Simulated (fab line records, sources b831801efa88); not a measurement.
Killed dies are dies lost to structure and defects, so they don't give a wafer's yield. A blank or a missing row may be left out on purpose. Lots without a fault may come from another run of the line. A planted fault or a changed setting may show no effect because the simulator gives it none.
Problem report in the 8D (eight disciplines) form, filled by code | flow sky130 | the parts of the form that need people (team, actions taken, sign-off) are left out

1. THE PROBLEM
VT_ADJUST_LVTN_2_TW at SKY_VT_ADJUST_LVTN_TW_MEAS_21 reads a mean of 30.0 on 6 wafers of 2 lots; wafers without a fault read 187.2 with a standard deviation of 1.5. That is -99 or more standard deviations from the usual mean.
First seen on wafer L437.1, day 10 01:49, on film_metro-01. The record holds 36 wafers of 12 lots with a number at this step. Rule for "out", or "out of limits": more than 4 standard deviations from the usual mean. The other wafers with a number count as sound.

2. WHAT IT IS AND WHAT IT IS NOT
question                    | is                           | is not
which readings at this step | VT_ADJUST_LVTN_2_TW          | -
which lots                  | L437, L438                   | L430, L431, L432, L434, L446, L447, L448, L450, L451, L452
which wafers of those lots  | all that have a number       | -
read on which gauges        | film_metro-01, film_metro-03 | film_metro-04
when                        | from day 10 01:49            | up to then (12 sound wafers); but 18 sound wafers of L446, L447, L448, L450, L451, L452 came after

3. SUSPECTS, AND WHAT RULES EACH OUT
Counting: a tool at a process step up to the reading stays a suspect if it ran every lot that is out and no sound lot after the first of them.
- the gauge at SKY_VT_ADJUST_LVTN_TW_MEAS_21: ruled out. The wafers that are out were read on 2 gauges (film_metro-01, film_metro-03).
- litho_track-04 at SKY_VT_ADJUST_LVTN_DEVELOP_17 (develop time 60 s): kept. It ran every lot that is out, first L437 (day 10 01:22), and no sound lot after that; its last sound lot up to then is L434 (day 8 23:18).
Left after counting: litho_track-04 at SKY_VT_ADJUST_LVTN_DEVELOP_17.

4. THE CAUSE (what the simulator had put in)
Process parameter drift: litho_track-04, from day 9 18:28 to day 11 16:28, at SKY_VT_ADJUST_LVTN_DEVELOP_17. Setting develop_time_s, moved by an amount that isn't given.
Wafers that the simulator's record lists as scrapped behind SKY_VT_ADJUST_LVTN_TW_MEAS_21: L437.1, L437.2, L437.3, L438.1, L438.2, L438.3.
Counting left only this tool.

5. THE CHAIN OF EFFECTS, in route order
Each row: a reading whose mean over the struck wafers that have a number lies more than 3 standard deviations from the usual. Only readings for which the record gives a usual standard deviation are gone through. hours: the time from each lot's start at the first step in this table that gives one to its start at this step, as a median over the lots. sigmas: the change in usual standard deviations.
hours | step                          | reading             | usual | on struck wafers | change | sigmas
0     | SKY_VT_ADJUST_LVTN_TW_MEAS_21 | VT_ADJUST_LVTN_2_TW | 187.2 | 30.0             | -157.2 | -99 or more
Readings that are blank on the struck wafers while sound wafers have them: VT_ADJUST_LVTN_01_OVL at SKY_VT_ADJUST_LVTN_OVL_MEAS_18.

6. WHAT WOULD HAVE CAUGHT IT SOONER
In this record the first reading out of limits at a measuring or inspecting step was taken at day 10 01:49, 7 hours after the fault began at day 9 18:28.
Between SKY_VT_ADJUST_LVTN_DEVELOP_17 and SKY_VT_ADJUST_LVTN_TW_MEAS_21, SKY_VT_ADJUST_LVTN_OVL_MEAS_18 gave no VT_ADJUST_LVTN_01_OVL on the struck wafers, where sound wafers have one: a measuring or inspecting step that comes back empty is itself a sign.
Of the lots that are out (2), L438 began SKY_VT_ADJUST_LVTN_DEVELOP_17 on litho_track-04 after day 10 01:49. A hold on the tool at that time would have spared it.
